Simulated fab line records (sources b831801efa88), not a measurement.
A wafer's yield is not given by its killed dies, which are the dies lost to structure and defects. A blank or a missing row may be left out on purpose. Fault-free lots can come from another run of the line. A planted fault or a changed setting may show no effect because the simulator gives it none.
The tool behind it: which one?	flow sky130	15 lots with 45 wafers sampled at 4 steps, on a route of 708 steps

WHAT EACH GAUGE READ, for each wafer
SKY_LDD_N_OVL_MEAS_07. Usual: for LDD_N_OVL the level is 1.9 nm and the standard deviation is 1.3.
lot	measured	on	LDD_N_OVL (nm)	flag
L853	day 17 05:36	overlay-02	3.5 1.6 2.6	
L854	day 17 15:47	overlay-01	0.4 2.0 0.2	
L855	day 18 04:20	overlay-01	4.1 3.0 1.8	
L856	day 18 13:13	overlay-02	1.3 1.2 1.6	
L858	day 20 03:04	overlay-01	-0.3 1.1 0.9	
L860	day 20 09:44	overlay-02	1.0 2.0 1.9	
L861	day 20 14:32	overlay-02	0.8 -0.9 0.7	
L862	day 21 06:30	overlay-02	-0.2 -0.5 1.8	
L863	day 21 12:18	overlay-02	1.6 0.8 0.4	
L871	day 24 00:07	overlay-01	2.7 3.5 2.1	
L873	day 24 19:46	overlay-02	1.6 1.7 1.2	
L872	day 25 02:31	overlay-01	3.3 1.4 2.9	
L874	day 25 19:07	overlay-01	0.1 0.6 1.1	
L875	day 26 01:45	overlay-01	2.5 2.8 3.1	
L876	day 26 01:55	overlay-02	1.7 1.5 3.7	

SKY_LDD_P_CD_MEAS_07 targets a cd of 380 nm. Usual: cd-nm 379 nm, standard deviation 3.2.
lot	measured	on	cd-nm (nm)	flag
L853	day 18 12:20	cd-sem-02	381 381 380	
L854	day 18 23:35	cd-sem-01	379 380 380	
L855	day 19 12:04	cd-sem-02	382 379 378	
L856	day 19 20:49	cd-sem-02	378 377 376	
L858	day 21 11:46	cd-sem-02	377 377 378	
L860	day 21 18:02	cd-sem-01	376 380 381	
L871	day 25 07:05	cd-sem-02	378 377 379	
L873	day 26 02:13	cd-sem-01	378 379 379	
L872	day 26 08:40	cd-sem-01	379 379 377	
L874	day 27 01:21	cd-sem-01	379 383 383	
L875	day 27 07:26	cd-sem-01	381 379 380	
L876	day 27 07:52	cd-sem-02	385 383 383	

EACH LOT AND THE TOOL THAT RAN IT (in order: tool; ch and the chambers of the sampled wafers; start)
lot	SKY_SONOS_ONO_STRIP_17	SKY_LDD_N_IMPLANT_13
L853	plasma-asher-04 ch 0,1, day 12 08:26	implanter-02 ch 0, day 17 06:24
L854	plasma-asher-04 ch 0,1, day 12 17:08	implanter-01 ch 0, day 17 16:35
L855	plasma-asher-02 ch 0,1, day 13 04:05	implanter-03 ch 0, day 18 05:08
L856	plasma-asher-02 ch 0,1, day 13 11:47	implanter-02 ch 0, day 18 14:01
L858	plasma-asher-01 ch 0,1, day 14 18:11	implanter-02 ch 0, day 20 03:52
L860	plasma-asher-02 ch 0,1, day 14 22:02	implanter-01 ch 0, day 20 10:32
L861	plasma-asher-02 ch 0,1, day 15 07:17	implanter-01, day 20 15:20
L862	plasma-asher-01 ch 1, day 15 20:03	implanter-01, day 21 07:18
L863	plasma-asher-01 ch 0,1, day 15 22:47	implanter-01, day 21 13:06
L871	plasma-asher-01 ch 0,1, day 18 13:49	implanter-01 ch 0, day 24 00:57
L873	plasma-asher-01 ch 0,1, day 19 10:39	implanter-02 ch 0, day 24 20:33
L872	plasma-asher-01 ch 0,1, day 19 12:38	implanter-03 ch 0, day 25 03:19
L874	plasma-asher-04 ch 0,1, day 20 10:50	implanter-01 ch 0, day 25 19:54
L875	plasma-asher-02 ch 0,1, day 20 15:06	implanter-01 ch 0, day 26 02:33
L876	plasma-asher-04 ch 0,1, day 20 15:38	implanter-02 ch 0, day 26 02:43
- SKY_SONOS_ONO_STRIP_17: strips in O2/N2.
- SKY_LDD_N_IMPLANT_13

AS READ BY THE TOOLS THEMSELVES (means over the sampled wafers that have a number; for cases with no such wafer, the mark the record gives instead)
SKY_SONOS_ONO_STRIP_17. Usual: drypump-motor-current-A 5.5 A, standard deviation 0.55; o2-flow-sccm 3001 sccm, standard deviation 9; oes-product-au 0.709 a.u., standard deviation 0.004; strip-time-to-endpoint-s 14.10 s, standard deviation 0.047.
lot	tool	drypump-motor-current-A (A)	o2-flow-sccm (sccm)	oes-product-au (a.u.)	strip-time-to-endpoint-s (s)	flag
L853	plasma-asher-04	5.1	3012	0.708	14.04	
L854	plasma-asher-04	5.1	3000	0.711	14.08	
L855	plasma-asher-02	6.3	3004	0.708	14.20	
L856	plasma-asher-02	6.1	2993	0.709	14.11	
L858	plasma-asher-01	5.4	3000	0.705	14.10	
L860	plasma-asher-02	6.2	3012	0.708	14.14	
L861	plasma-asher-02	6.3	3006	0.714	14.07	
L862	plasma-asher-01	5.0	2994	0.709	14.07	
L863	plasma-asher-01	5.4	3003	0.706	14.10	
L871	plasma-asher-01	5.2	3001	0.708	14.13	
L873	plasma-asher-01	5.5	3002	0.710	14.11	
L872	plasma-asher-01	5.2	3007	0.713	14.05	
L874	plasma-asher-04	5.4	3001	0.710	14.07	
L875	plasma-asher-02	6.3	3007	0.704	14.02	
L876	plasma-asher-04	5.4	3004	0.711	14.08	

SKY_LDD_N_IMPLANT_13. Usual: beam-energy-keV 49.998, standard deviation 0.015; beam-on-s 9.98 s, standard deviation 0.21.
lot	tool	beam-energy-keV	beam-on-s (s)	flag
L853	implanter-02	50.008	9.86	
L854	implanter-01	49.989	10.28	
L855	implanter-03	49.991	9.95	
L856	implanter-02	49.998	9.85	
L858	implanter-02	49.986	10.02	
L860	implanter-01	49.989	10.04	
L861	implanter-01	-	-	OFF
L862	implanter-01	-	-	OFF
L863	implanter-01	-	-	OFF
L871	implanter-01	50.022	10.02	
L873	implanter-02	50.006	9.88	
L872	implanter-03	50.002	10.06	
L874	implanter-01	50.012	10.08	
L875	implanter-01	49.986	10.03	
L876	implanter-02	50.007	9.88	

THE ANSWER, worked out from the rows above alone
Rule: lot off if the mean of its wafers having a number is beyond 3 standard deviations from the usual mean. A lot without any number at a reading at which 4 lots or more have one is off too. Where the step has rows for the other lots, those lots are counted as sound. The gauges are gone through in route order, then the tools' own readings, and for those a lot's mean is taken as printed above. At the first step where some lot is off, the reading lying furthest off is the one used; lots without a number count as furthest.
Off: L861, L862, L863, at SKY_LDD_N_IMPLANT_13 (beam-energy-keV). Without a number there: L861, L862, L863.
A tool fits if, at that step or a process step before it, it ran every lot that is off, and no sound lot after the first of them. No candidate that was tried fits.

WHAT THE SIMULATOR PUT IN
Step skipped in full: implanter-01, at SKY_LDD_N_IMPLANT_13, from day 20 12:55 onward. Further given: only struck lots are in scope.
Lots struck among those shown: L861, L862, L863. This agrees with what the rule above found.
